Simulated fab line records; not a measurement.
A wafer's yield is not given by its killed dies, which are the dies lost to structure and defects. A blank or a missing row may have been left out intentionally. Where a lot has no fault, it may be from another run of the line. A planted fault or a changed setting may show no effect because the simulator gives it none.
Which tool did it? / flow gf180mcu / 21 wafers from 7 lots sampled at 2 of the route's 602 steps

## WHAT EACH GAUGE READ, for each wafer
GF_DUAL_GATE_THK_MEAS_03.
lot=L453; measured=day 7 20:54; on=film metro-02; DUAL_GATE_OXIDATION_00_THK (nm)=10.81 11.08 10.82
lot=L457; measured=day 9 00:21; on=film metro-02; DUAL_GATE_OXIDATION_00_THK (nm)=10.79 10.70 10.87
lot=L460; measured=day 10 02:05; on=film metro-01; DUAL_GATE_OXIDATION_00_THK (nm)=10.91 10.70 10.81
lot=L465; measured=day 11 09:34; on=film metro-01; DUAL_GATE_OXIDATION_00_THK (nm)=10.23 10.29 10.19
lot=L469; measured=day 12 14:01; on=film metro-02; DUAL_GATE_OXIDATION_00_THK (nm)=11.02 10.85 11.00
lot=L471; measured=day 13 02:56; on=film metro-02; DUAL_GATE_OXIDATION_00_THK (nm)=10.63 10.61 10.67
lot=L473; measured=day 13 15:33; on=film metro-02; DUAL_GATE_OXIDATION_00_THK (nm)=10.81 11.04 10.89

## EACH LOT AND THE TOOL THAT RAN IT (in order: tool; ch and the chambers of the sampled wafers; start)
lot=L453; GF_DUAL_GATE_OXIDATION_02=furnace-02 ch 0, day 7 19:27
lot=L457; GF_DUAL_GATE_OXIDATION_02=furnace-02 ch 0, day 8 22:54
lot=L460; GF_DUAL_GATE_OXIDATION_02=furnace-01 ch 0, day 10 00:38
lot=L465; GF_DUAL_GATE_OXIDATION_02=furnace-01 ch 0, day 11 08:07
lot=L469; GF_DUAL_GATE_OXIDATION_02=furnace-02 ch 0, day 12 12:34
lot=L471; GF_DUAL_GATE_OXIDATION_02=furnace-02 ch 0, day 13 01:30
lot=L473; GF_DUAL_GATE_OXIDATION_02=furnace-02 ch 0, day 13 14:05
- GF_DUAL_GATE_OXIDATION_02: stabilise 600 s, purge 300 s, target thk 10.887 nm.

## THE ANSWER, worked out from the rows above alone
Rule: the lots themselves supply what counts as usual. The widest of any qualifying gaps counts: lots, ordered by their means at a reading, are off when they make up no more than a third of the lots, leave a main group of 4 or more, and stand apart from it by 3 or more times the standard deviation of that group's means. A main group whose means are all the same, to the digits that the tables above print for the reading, isn't used. Also off: a lot with no number at a reading for which 4 or more lots have one. The other lots that the step has rows for count as sound.
Off: at GF_DUAL_GATE_THK_MEAS_03 (DUAL_GATE_OXIDATION_00_THK), L465. The main group has a mean of 10.83 nm with a standard deviation of 0.11.
If a tool, at a process step before that reading, ran all the lots that are off and no sound lot after the first of them, it fits. Those tools and the gauges at GF_DUAL_GATE_THK_MEAS_03 are tried in the same way. Can't be told from this: 2 tools fit, furnace-01 at GF_DUAL_GATE_OXIDATION_02, film metro-01 at GF_DUAL_GATE_THK_MEAS_03.

## WHAT THE SIMULATOR PUT IN
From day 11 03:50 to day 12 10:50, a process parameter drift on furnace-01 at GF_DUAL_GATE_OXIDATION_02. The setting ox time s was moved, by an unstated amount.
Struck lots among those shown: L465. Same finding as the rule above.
